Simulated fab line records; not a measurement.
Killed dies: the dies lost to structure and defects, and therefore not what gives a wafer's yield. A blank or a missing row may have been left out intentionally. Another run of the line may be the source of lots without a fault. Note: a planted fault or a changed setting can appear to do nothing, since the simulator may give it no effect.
Which of the tools did it?	flow gf180mcu	Sampling: 6 lots, 18 wafers, 3 of 602 route steps

== WHAT THE GAUGES SHOWED, per wafer ==
GF_M3_OVL_MEAS_15.
lot	measured	on	M3_OVL (nm)
L445	day 22 00:50	overlay-01	-4 -1 1
L448	day 23 04:45	overlay-02	-1 0 1
L453	day 25 04:22	overlay-02	-16 -10 2
L458	day 26 17:55	overlay-01	-8 -2 -12
L461	day 27 14:05	overlay-01	-6 1 -2
L464	day 28 11:17	overlay-01	-11 0 -17

== EACH LOT AND THE TOOL THAT RAN IT (in order: tool; ch and the chambers of the sampled wafers; start) ==
lot	GF_M3_SPUTTER_01	GF_M3_EXPOSE_11
L445	pvd-sputter-03, day 21 01:32	krf-scanner-01 ch 0, day 21 13:44
L448	pvd-sputter-01, day 22 05:23	krf-scanner-01 ch 0, day 22 17:16
L453	pvd-sputter-03, day 24 06:42	krf-scanner-02 ch 0, day 24 18:02
L458	pvd-sputter-04, day 25 21:41	krf-scanner-02 ch 0, day 26 07:59
L461	pvd-sputter-04, day 26 17:34	krf-scanner-01 ch 0, day 27 04:05
L464	pvd-sputter-04, day 27 15:23	krf-scanner-02 ch 0, day 28 01:28
- GF_M3_SPUTTER_01: material TiN, target thk 30 nm, time 25 s.
- GF_M3_EXPOSE_11: exposes mask Metal3, target cd 280 nm.

== THE ANSWER, worked out from the rows above alone ==
Rule: the lots themselves supply what counts as usual. Put in order of their means at a reading, lots are off if they are a third of the lots or fewer, leave a main group of 4 or more, and stand apart from it by a gap of 3 or more times the standard deviation of the main group's means; of several such gaps the widest counts. The tables above print the reading to a certain number of digits; a main group whose means all agree to those digits is not used. A lot without any number at a reading at which 4 lots or more have one is off too. The other lots that the step has rows for count as sound.
No lot is off at any reading shown: from this, nothing can be told.

== WHAT THE SIMULATOR PUT IN ==
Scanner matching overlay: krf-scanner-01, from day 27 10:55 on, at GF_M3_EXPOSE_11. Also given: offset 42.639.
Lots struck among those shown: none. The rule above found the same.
